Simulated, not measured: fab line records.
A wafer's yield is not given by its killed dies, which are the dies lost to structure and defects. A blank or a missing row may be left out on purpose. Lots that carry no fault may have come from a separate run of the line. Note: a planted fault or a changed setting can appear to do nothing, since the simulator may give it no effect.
Which tool did it? || flow sky130 || 13 lots with 39 wafers sampled at 4 steps, on a route of 708 steps

## WHAT THE GAUGES SHOWED, per wafer
SKY_FIELD_ISO_BOW_MEAS_00.
{"lot": "L527", "measured": "day 2 01:01", "on": "film-metro-04", "INCOMING_BOW (um)": "-13 2 -4"}
{"lot": "L528", "measured": "day 2 06:00", "on": "film-metro-02", "INCOMING_BOW (um)": "4 -7 0"}
{"lot": "L529", "measured": "day 2 11:00", "on": "film-metro-04", "INCOMING_BOW (um)": "1 1 1"}
{"lot": "L530", "measured": "day 2 16:00", "on": "film-metro-03", "INCOMING_BOW (um)": "1 -7 5"}
{"lot": "L535", "measured": "day 3 17:00", "on": "film-metro-04", "INCOMING_BOW (um)": "2 5 -1"}
{"lot": "L536", "measured": "day 3 22:01", "on": "film-metro-02", "INCOMING_BOW (um)": "2 1 10"}
{"lot": "L539", "measured": "day 4 13:00", "on": "film-metro-02", "INCOMING_BOW (um)": "-3 -7 6"}
{"lot": "L540", "measured": "day 4 18:00", "on": "film-metro-02", "INCOMING_BOW (um)": "3 -1 -3"}
{"lot": "L541", "measured": "day 4 23:00", "on": "film-metro-03", "INCOMING_BOW (um)": "-6 3 6"}
{"lot": "L543", "measured": "day 5 09:01", "on": "film-metro-04", "INCOMING_BOW (um)": "-2 -5 7"}
{"lot": "L545", "measured": "day 5 19:00", "on": "film-metro-03", "INCOMING_BOW (um)": "6 6 0"}
{"lot": "L546", "measured": "day 6 00:00", "on": "film-metro-04", "INCOMING_BOW (um)": "3 6 -3"}
{"lot": "L547", "measured": "day 6 05:00", "on": "film-metro-02", "INCOMING_BOW (um)": "-3 -2 -3"}

SKY_DNWELL_TW_MEAS_09.
{"lot": "L527", "measured": "day 3 18:41", "on": "film-metro-01", "DNWELL_TW": "1092 1090 1091"}
{"lot": "L528", "measured": "day 3 23:07", "on": "film-metro-03", "DNWELL_TW": "1104 1101 1113"}
{"lot": "L529", "measured": "day 4 08:08", "on": "film-metro-04", "DNWELL_TW": "1123 1125 1120"}
{"lot": "L530", "measured": "day 4 16:44", "on": "film-metro-03", "DNWELL_TW": "1101 1097 1104"}
{"lot": "L535", "measured": "day 5 16:07", "on": "film-metro-01", "DNWELL_TW": "1138 1148 1146"}
{"lot": "L536", "measured": "day 5 19:55", "on": "film-metro-03", "DNWELL_TW": "1171 1168 1172"}
{"lot": "L539", "measured": "day 6 12:22", "on": "film-metro-03", "DNWELL_TW": "1110 1105 1110"}
{"lot": "L540", "measured": "day 6 14:10", "on": "film-metro-04", "DNWELL_TW": "1117 1114 1117"}
{"lot": "L541", "measured": "day 6 20:16", "on": "film-metro-03", "DNWELL_TW": "1108 1102 1101"}
{"lot": "L543", "measured": "day 8 17:38", "on": "film-metro-04", "DNWELL_TW": "1122 1123 1127"}
{"lot": "L545", "measured": "day 8 19:01", "on": "film-metro-04", "DNWELL_TW": "1120 1127 1121"}
{"lot": "L546", "measured": "day 8 18:56", "on": "film-metro-03", "DNWELL_TW": "1105 1106 1113"}
{"lot": "L547", "measured": "day 8 18:19", "on": "film-metro-03", "DNWELL_TW": "1106 1104 1108"}

SKY_PWDE_OVL_MEAS_07.
{"lot": "L527", "measured": "day 4 10:27", "on": "overlay-01", "PWDE_OVL (nm)": "2.9 3.2 0.9"}
{"lot": "L528", "measured": "day 4 15:32", "on": "overlay-01", "PWDE_OVL (nm)": "1.3 -0.1 1.4"}
{"lot": "L529", "measured": "day 5 00:59", "on": "overlay-02", "PWDE_OVL (nm)": "-0.5 -2.1 -2.0"}
{"lot": "L530", "measured": "day 5 10:37", "on": "overlay-01", "PWDE_OVL (nm)": "1.7 0.7 2.5"}
{"lot": "L535", "measured": "day 6 08:14", "on": "overlay-02", "PWDE_OVL (nm)": "-0.2 -1.5 1.1"}
{"lot": "L536", "measured": "day 6 11:07", "on": "overlay-02", "PWDE_OVL (nm)": "-0.6 1.5 0.7"}
{"lot": "L539", "measured": "day 7 06:50", "on": "overlay-01", "PWDE_OVL (nm)": "2.2 0.7 3.2"}
{"lot": "L540", "measured": "day 7 08:38", "on": "overlay-01", "PWDE_OVL (nm)": "0.6 0.2 1.0"}
{"lot": "L541", "measured": "day 7 16:46", "on": "overlay-01", "PWDE_OVL (nm)": "2.1 0.8 0.7"}
{"lot": "L543", "measured": "day 9 14:52", "on": "overlay-01", "PWDE_OVL (nm)": "1.2 0.5 1.1"}
{"lot": "L545", "measured": "day 9 16:41", "on": "overlay-01", "PWDE_OVL (nm)": "0.1 0.7 0.6"}
{"lot": "L546", "measured": "day 9 16:20", "on": "overlay-01", "PWDE_OVL (nm)": "0.0 0.9 1.5"}
{"lot": "L547", "measured": "day 9 15:38", "on": "overlay-02", "PWDE_OVL (nm)": "-0.7 1.9 0.9"}

## WHAT TOOL EACH LOT RAN ON (gives the tool, then ch and the chambers of the sampled wafers, and finally the start)
{"lot": "L527", "SKY_DNWELL_IMPLANT_07": "implanter-02 ch 0, day 3 18:26"}
{"lot": "L528", "SKY_DNWELL_IMPLANT_07": "implanter-03 ch 0, day 3 22:52"}
{"lot": "L529", "SKY_DNWELL_IMPLANT_07": "implanter-02 ch 0, day 4 07:53"}
{"lot": "L530", "SKY_DNWELL_IMPLANT_07": "implanter-03 ch 0, day 4 16:29"}
{"lot": "L535", "SKY_DNWELL_IMPLANT_07": "implanter-03 ch 0, day 5 15:52"}
{"lot": "L536", "SKY_DNWELL_IMPLANT_07": "implanter-03 ch 0, day 5 19:41"}
{"lot": "L539", "SKY_DNWELL_IMPLANT_07": "implanter-01 ch 0, day 6 12:07"}
{"lot": "L540", "SKY_DNWELL_IMPLANT_07": "implanter-02 ch 0, day 6 13:55"}
{"lot": "L541", "SKY_DNWELL_IMPLANT_07": "implanter-01 ch 0, day 6 20:01"}
{"lot": "L543", "SKY_DNWELL_IMPLANT_07": "implanter-02 ch 0, day 8 17:24"}
{"lot": "L545", "SKY_DNWELL_IMPLANT_07": "implanter-01 ch 0, day 8 18:46"}
{"lot": "L546", "SKY_DNWELL_IMPLANT_07": "implanter-02 ch 0, day 8 18:41"}
{"lot": "L547", "SKY_DNWELL_IMPLANT_07": "implanter-02 ch 0, day 8 18:04"}
- SKY_DNWELL_IMPLANT_07

## WHAT THE TOOLS THEMSELVES READ (means of the sampled wafers that have a number; where no wafer has one, the mark that the record gives instead)
The record holds no such reading with a usual standard deviation.

## THE ANSWER, worked out from the rows above alone
Rule: usual is defined by the lots themselves. The widest of any qualifying gaps counts: lots, ordered by their means at a reading, are off when they make up no more than a third of the lots, leave a main group of 4 or more, and stand apart from it by 3 or more times the standard deviation of that group's means. A main group whose means are all the same, to the digits that the tables above print for the reading, isn't used. A lot without any number at a reading at which 4 lots or more have one is off too. Any other lot the step has rows for is counted as sound. Order of review: gauges by route order, followed by the tools' own readings, for which a lot's mean as printed above is used. At the first step where some lot is off, the reading lying furthest off is the one used; lots without a number count as furthest.
Nothing can be told from this: no lot is off at any reading shown.

## WHAT THE SIMULATOR HAD PUT IN
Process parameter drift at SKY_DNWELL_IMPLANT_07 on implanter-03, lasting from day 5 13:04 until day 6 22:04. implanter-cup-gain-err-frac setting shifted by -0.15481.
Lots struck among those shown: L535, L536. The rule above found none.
